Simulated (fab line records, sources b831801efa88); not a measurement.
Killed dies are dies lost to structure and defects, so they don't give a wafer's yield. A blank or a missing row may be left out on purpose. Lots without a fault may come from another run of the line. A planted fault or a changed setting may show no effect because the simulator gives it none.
A struck lot beside a sound one | flow sky130 | 15 steps out of a route of 708
Sound: wafers L989.3, L989.4, L989.5. Struck: wafer L102.5. (L102.6 of the same lot was not struck and is left out.) The cause comes at the end.
At each step with rows: each side's tool, then ch and its chambers, then its first start. Under that, the readings that differ: sound wafers | struck wafers | difference of the means | sigmas: that difference in standard deviations of wafers without a fault.
alike: readings whose means differ by less than 2 such deviations, and words and numbers that are the same on both sides. not compared: withheld readings, readings that some wafer has no value for, bounds like >300 that may hide the same value, and numbers for which the record gives no deviation and whose values overlap.
The two part at a step that has a row with sigmas, a row that says differs or no value, or rows on one side only. Numbers that don't overlap but have no deviation are shown without sigmas and don't part them. A reading that every wafer of one side lacks parts them only if that side has two wafers or more.

SKY_SONOS_ONO_THK_MEAS_03:
  sound on film_metro-04, day 13 22:22; struck on film_metro-03, day 17 17:44
  reading                   | sound             | struck | difference | sigmas
  SONOS_ONO_CVD_02_THK (nm) | 10.70 10.72 10.70 | 10.38  | -0.33      | -2
then, 1 step without rows for these wafers: SKY_SONOS_ONO_CVD_04 (deposits SiO2 from SiH4/N2O, target thk 5.7199 nm).
SKY_SONOS_ONO_THK_MEAS_05:
  sound on film_metro-04, day 13 23:40; struck on film_metro-04, day 17 19:03
  alike: SONOS_ONO_CVD_04_THK
then, 7 steps without rows for these wafers: SKY_SONOS_ONO_DEHYDRATE_06 (time 60 s); SKY_SONOS_ONO_HMDS_07 (prime time 60 s); SKY_SONOS_ONO_COAT_08 (resist thk 1140 nm); SKY_SONOS_ONO_SOFTBAKE_09 (time 60 s); SKY_SONOS_ONO_EXPOSE_10 (exposes mask ONOM, target cd 410 nm); SKY_SONOS_ONO_PEB_11; SKY_SONOS_ONO_DEVELOP_12 (develop time 60 s).
SKY_SONOS_ONO_CD_MEAS_13: target cd 410 nm.
  sound on cd_sem-01, day 15 01:24; struck on cd_sem-01, day 19 01:11
  alike: cd_nm
SKY_SONOS_ONO_OVL_MEAS_14:
  sound on overlay-02, day 15 01:30; struck on overlay-01, day 19 01:16
  alike: SONOS_ONO_OVL
SKY_SONOS_ONO_ETCH_15: etches the open film in CHF3/O2, target depth 19.52 nm, time 7.8 s.
  sound on rie_diel-04 ch 1,2,3, day 15 01:31; struck on rie_diel-01 ch 0, day 19 01:17
  reading                                        | sound             | struck | difference | sigmas
  oes_product_au (a.u.)                          | 1.013 0.981 0.993 | 0.763  | -0.233     | -23
  throttle_valve_pct (%)                         | 8.829 8.809 8.834 | 8.779  | -0.045     | -5
  model.etch.depth_nm (nm)                       | 19.7 19.01 19.64  | 12.28  | -7.17      |
  model.SONOS_ONO.feature_depth_nm (nm)          | 19.7 19.01 19.64  | 12.28  | -7.17      |
  model.NOVOLAK_of_SONOS_ONO_COAT_08.thk_nm (nm) | 1123 1122 1118    | 1127   | +6         |
  alike: drypump_motor_current_A
  not compared: rf_hours_counter_h
then, 1 step without rows for these wafers: SKY_SONOS_ONO_WET_ETCH_16 (etches SiO2 in dHF, target depth 14 nm, time 280 s).
-- the record jumps here: 31 days lie between the struck wafers' starts before and after (it left off in module SONOS_ONO and takes up again in module PAD_OPEN, whose first step shown is number 708 of the route) --
SKY_PAD_OPEN_PROBE_99:
  sound on prober-02, day 47 10:35; struck on prober-02, day 50 01:57
  reading                                | sound                         | struck    | difference | sigmas
  killed_at_other                        | 0 2 2                         | 3         | +2         | +3
  model.etest.nfet_16v.r_on_ohm_um       | 1.423e+04 1.436e+04 1.417e+04 | 1.772e+04 | +3.467e+03 |
  model.etest.pfet_16v.r_on_ohm_um       | 1.494e+04 1.508e+04 1.504e+04 | 1.637e+04 | +1.350e+03 |
  model.etest.pfet_g5v0d10v5.r_on_ohm_um | 4678 4667 4698                | 5535      | +854       |
  model.etest.nfet_g5v0d10v5.r_on_ohm_um | 1874 1878 1883                | 2438      | +560       |
  model.etest.nfet_g5v0d10v5.drive_ua_um | 598.6 598.9 605.1             | 399.6     | -201.3     |
  model.etest.tip_sonos.rs_ohm_sq        | 2665 2677 2665                | 2917      | +248       |
  model.etest.nfet_05v0_nvt.drive_ua_um  | 572.8 576.6 577.7             | 426.7     | -149.0     |
  model.etest.nfet_16v.drive_ua_um       | 219.1 219.3 223.2             | 133.2     | -87.3      |
  alike: killed_at_M0_to_M3, killed_at_M4_up, killed_at_contacts, killed_at_front_end, killed_dies, killed_open, killed_short

WHERE THEY PART
First at SKY_SONOS_ONO_THK_MEAS_03; last, within this record, at SKY_PAD_OPEN_PROBE_99.

WHY: what the simulator had put in
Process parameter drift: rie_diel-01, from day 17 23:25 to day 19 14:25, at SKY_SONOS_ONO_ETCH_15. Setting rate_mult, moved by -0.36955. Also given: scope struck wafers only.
